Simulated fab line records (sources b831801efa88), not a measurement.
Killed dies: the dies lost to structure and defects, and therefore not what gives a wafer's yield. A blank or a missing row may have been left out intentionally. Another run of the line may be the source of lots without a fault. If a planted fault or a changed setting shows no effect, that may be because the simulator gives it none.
Matching of chambers / flow sky130 / SKY_CONTACT_CMP_27 on cmp-02 has 4 sister chambers
The step polishes, stops on SiO2, t overpolish 15 s, target thk 0 nm. 14 wafers are shown with their chamber, then 7 later ones without.

== WAFERS PAIRED WITH THEIR CHAMBERS ==
wafer=L743.2; chamber=1; motor_current_A (A)=10.3; slurry_filter_dp_kPa (kPa)=13.55; time_to_endpoint_s (s)=77.0
wafer=L743.3; chamber=2; motor_current_A (A)=11.0; slurry_filter_dp_kPa (kPa)=13.55; time_to_endpoint_s (s)=74.4
wafer=L743.4; chamber=0; motor_current_A (A)=12.6; slurry_filter_dp_kPa (kPa)=13.40; time_to_endpoint_s (s)=76.5
wafer=L746.2; chamber=3; motor_current_A (A)=11.4; slurry_filter_dp_kPa (kPa)=13.55; time_to_endpoint_s (s)=78.7
wafer=L746.4; chamber=1; motor_current_A (A)=10.3; slurry_filter_dp_kPa (kPa)=13.51; time_to_endpoint_s (s)=80.7
wafer=L746.5; chamber=0; motor_current_A (A)=12.4; slurry_filter_dp_kPa (kPa)=13.47; time_to_endpoint_s (s)=82.0
wafer=L747.1; chamber=2; motor_current_A (A)=10.7; slurry_filter_dp_kPa (kPa)=13.54; time_to_endpoint_s (s)=79.9
wafer=L747.3; chamber=3; motor_current_A (A)=11.7; slurry_filter_dp_kPa (kPa)=13.33; time_to_endpoint_s (s)=79.6
wafer=L747.4; chamber=1; motor_current_A (A)=10.5; slurry_filter_dp_kPa (kPa)=13.46; time_to_endpoint_s (s)=81.3
wafer=L749.3; chamber=0; motor_current_A (A)=11.8; slurry_filter_dp_kPa (kPa)=13.56; time_to_endpoint_s (s)=77.5
wafer=L749.5; chamber=1; motor_current_A (A)=10.5; slurry_filter_dp_kPa (kPa)=13.44; time_to_endpoint_s (s)=79.2
wafer=L749.6; chamber=0; motor_current_A (A)=12.8; slurry_filter_dp_kPa (kPa)=13.60; time_to_endpoint_s (s)=81.0
wafer=L762.1; chamber=3; motor_current_A (A)=11.9; slurry_filter_dp_kPa (kPa)=13.33; time_to_endpoint_s (s)=78.5
wafer=L762.5; chamber=3; motor_current_A (A)=11.2; slurry_filter_dp_kPa (kPa)=13.48; time_to_endpoint_s (s)=77.2

SIGNATURES (averages over the wafers above)
reading=motor_current_A; chamber 0=12.400; chamber 1=10.400; chamber 2=10.850; chamber 3=11.550; scatter within a chamber=0.306
reading=slurry_filter_dp_kPa; chamber 0=13.5075; chamber 1=13.4900; chamber 2=13.5450; chamber 3=13.4225; scatter within a chamber=0.0827
reading=time_to_endpoint_s; chamber 0=79.250; chamber 1=79.550; chamber 2=77.150; chamber 3=78.500; scatter within a chamber=2.24
Rule: for a wafer and a chamber, the distance is found by dividing, reading by reading, the gap between the wafer's reading and the chamber's mean by the reading's scatter, squaring, summing and taking the root. The wafer belongs to the nearest chamber; if the next one is less than 2 further off, it can't be placed. How the scatter is found: for the shown wafers, subtract from each reading the mean of its chamber, square and add these, divide the total by (wafers less chambers), then take the root.

== WAFERS WITH NO CHAMBER GIVEN ==
wafer=L762.6; motor_current_A (A)=10.8; slurry_filter_dp_kPa (kPa)=13.59; time_to_endpoint_s (s)=73.3
wafer=L763.2; motor_current_A (A)=12.5; slurry_filter_dp_kPa (kPa)=13.51; time_to_endpoint_s (s)=77.6
wafer=L763.5; motor_current_A (A)=12.6; slurry_filter_dp_kPa (kPa)=13.47; time_to_endpoint_s (s)=80.3
wafer=L763.6; motor_current_A (A)=10.5; slurry_filter_dp_kPa (kPa)=13.45; time_to_endpoint_s (s)=73.4
wafer=L764.2; motor_current_A (A)=11.1; slurry_filter_dp_kPa (kPa)=13.71; time_to_endpoint_s (s)=78.7
wafer=L764.3; motor_current_A (A)=10.6; slurry_filter_dp_kPa (kPa)=13.57; time_to_endpoint_s (s)=79.9
wafer=L764.4; motor_current_A (A)=13.2; slurry_filter_dp_kPa (kPa)=13.43; time_to_endpoint_s (s)=79.5

== CHAMBER TAKEN BY EACH ==
wafer=L762.6; from the rows above=can't be placed: 2 or 1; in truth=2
wafer=L763.2; from the rows above=0; in truth=0
wafer=L763.5; from the rows above=0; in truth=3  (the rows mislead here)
wafer=L763.6; from the rows above=can't be placed: 2 or 1 or 3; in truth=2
wafer=L764.2; from the rows above=can't be placed: 2 or 1 or 3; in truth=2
wafer=L764.3; from the rows above=can't be placed: 1 or 2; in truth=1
wafer=L764.4; from the rows above=0; in truth=0
2 of 7 placed correctly. Unplaceable from these rows: 4, with the true chamber sitting among the candidates in 4. Placed wrongly: 1.
